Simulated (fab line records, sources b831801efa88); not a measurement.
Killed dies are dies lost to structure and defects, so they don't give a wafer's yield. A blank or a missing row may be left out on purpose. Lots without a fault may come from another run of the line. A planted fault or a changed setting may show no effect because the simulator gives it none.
A struck lot beside a sound one | flow sky130 | 36 steps out of a route of 708
Sound: wafers L823.2, L823.3, L823.4. Struck: wafers L817.3, L817.5, L817.6. The cause comes at the end.
At each step with rows: each side's tool, then ch and its chambers, then its first start. Under that, the readings that differ: sound wafers | struck wafers | difference of the means | sigmas: that difference in standard deviations of wafers without a fault.
alike: readings whose means differ by less than 2 such deviations, and words and numbers that are the same on both sides. not compared: withheld readings, readings that some wafer has no value for, bounds like >300 that may hide the same value, and numbers for which the record gives no deviation and whose values overlap.
The two part at a step that has a row with sigmas, a row that says differs or no value, or rows on one side only. Numbers that don't overlap but have no deviation are shown without sigmas and don't part them. A reading that every wafer of one side lacks parts them only if that side has two wafers or more.

first, 10 steps without rows for these wafers: SKY_VIA2_STRIP_17 (strips in post etch residue remover, time 1200 s); SKY_VIA2_CLEAN_18 (cleans in IPA, time 180 s); SKY_VIA2_CLEAN_19 (cleans in O3/DIW); SKY_VIA2_SPUTTER_20 (material TiN, target thk 20 nm, time 80 s); SKY_VIA2_CVD_21 (deposits W, target thk 420 nm, time 126.4 s); SKY_VIA2_CMP_24 (polishes, stops on SiO2, t overpolish 20 s, target thk 0 nm); SKY_METAL3_SPUTTER_00 (material Ti, target thk 15 nm, time 9.789 s); SKY_METAL3_SPUTTER_01 (material TiN, target thk 20 nm, time 16.7 s); SKY_METAL3_SPUTTER_02 (material AlCu, target thk 735 nm, time 39.1 s); SKY_METAL3_SPUTTER_03 (material Ti, target thk 5 nm, time 3.3 s).
SKY_METAL3_SPUTTER_04: material TiN, target thk 70 nm, time 58.3 s.
  sound on pvd_sputter-04, day 41 05:07; struck on pvd_sputter-04, day 39 13:04
  no value came back on the struck wafers for cathode_dc_power_W (W), chamber_pressure_pa (Pa), throttle_valve_pct (%); on the sound wafers cathode_dc_power_W (W) reads 6499.1 6500.4 6498.9
then, 23 steps without rows for these wafers: SKY_CAPM_CVD_00 (deposits SiO2, target thk 15.5 nm); SKY_CAPM_SPUTTER_02 (material TiN, target thk 200 nm, time 166.7 s); SKY_CAPM_DEHYDRATE_05 (time 60 s); SKY_CAPM_HMDS_06 (prime time 60 s); SKY_CAPM_COAT_07 (resist thk 1140 nm); SKY_CAPM_SOFTBAKE_08 (time 60 s); SKY_CAPM_EXPOSE_09 (exposes mask CAPM, target cd 1000 nm); SKY_CAPM_PEB_10; SKY_CAPM_DEVELOP_11 (develop time 60 s); SKY_CAPM_METAL_ETCH_13 (etches TiN in Cl2/BCl3, stops on SiO2, target depth 220 nm, time 62.9 s); SKY_CAPM_STRIP_14 (strips in O2/N2); SKY_CAPM_STRIP_15 (strips in post etch residue remover, time 1200 s); SKY_CAPM_CLEAN_16 (cleans in IPA, time 180 s); SKY_CAPM_CLEAN_17 (cleans in O3/DIW); SKY_METAL3_DEHYDRATE_05 (time 60 s); SKY_METAL3_HMDS_06 (prime time 60 s); SKY_METAL3_COAT_07 (resist thk 60 nm); SKY_METAL3_COAT_08 (resist thk 1124 nm); SKY_METAL3_SOFTBAKE_09 (time 90 s); SKY_METAL3_EXPOSE_10 (exposes mask MM3, target cd 300 nm); SKY_METAL3_PEB_11; SKY_METAL3_DEVELOP_12 (develop time 60 s); SKY_METAL3_DESCUM_15 (chemistry O2, time 8 s).
-- the record jumps here: 2 days lie between the struck wafers' starts before and after --
SKY_METAL3_METAL_ETCH_18: etches the open film in Cl2/BCl3, stops on SiO2, target depth 845 nm, time 183.1 s.
  sound on rie_metal-03 ch 0,1, day 43 05:01; struck on rie_metal-02 ch 0,1, day 41 14:49
  reading                      | sound             | struck            | difference | sigmas
  drypump_motor_current_A (A)  | 5.9 5.9 5.3       | 4.8 4.8 5.2       | -0.8       | -2
  he_backside_leak_sccm (sccm) | 3.18 3.08 3.14    | 3.59 3.59 3.19    | +0.32      | +2
  oes_product_au (a.u.)        | 0.858 0.865 0.869 | 0.830 0.833 0.832 | -0.032     | -5
  alike: bias_w, mfc_cl2_sccm, throttle_valve_pct
  not compared: rf_hours_counter_h
-- the record jumps here: 7 days lie between the struck wafers' starts before and after (it left off in module METAL3 and takes up again in module PAD_OPEN, whose first step shown is number 708 of the route) --
SKY_PAD_OPEN_PROBE_99:
  sound on prober-01, day 49 13:05; struck on prober-01, day 48 10:32
  reading                              | sound                | struck               | difference | sigmas
  model.etest.via3_chain.rc_ohm        | 9.595 9.604 9.725    | 14.41 15.38 15.03    | +5.30      |
  model.etest.cap_mim.bv_v (V)         | 13.82 13.93 13.79    | 9.478 9.596 9.503    | -4.321     |
  model.etest.cap_mim.leak_log10_a_cm2 | -8.639 -8.782 -8.958 | -7.478 -7.478 -7.612 | +1.270     |
  alike: defect_limited_yield, killed_at_M0_to_M3, killed_at_M4_up, killed_at_contacts, killed_at_front_end, killed_at_other, killed_dies, killed_open, killed_short, sort_bin_3_pad_short, sort_bin_5_function, sort_bin_6_memory, sort_bin_8_speed, sort_n_pass, sort_yield_pct

WHERE THEY PART
First at SKY_METAL3_SPUTTER_04; last, within this record, at SKY_METAL3_METAL_ETCH_18. Later steps at which nothing parts them and some readings are alike: SKY_PAD_OPEN_PROBE_99.

WHY: what the simulator had put in
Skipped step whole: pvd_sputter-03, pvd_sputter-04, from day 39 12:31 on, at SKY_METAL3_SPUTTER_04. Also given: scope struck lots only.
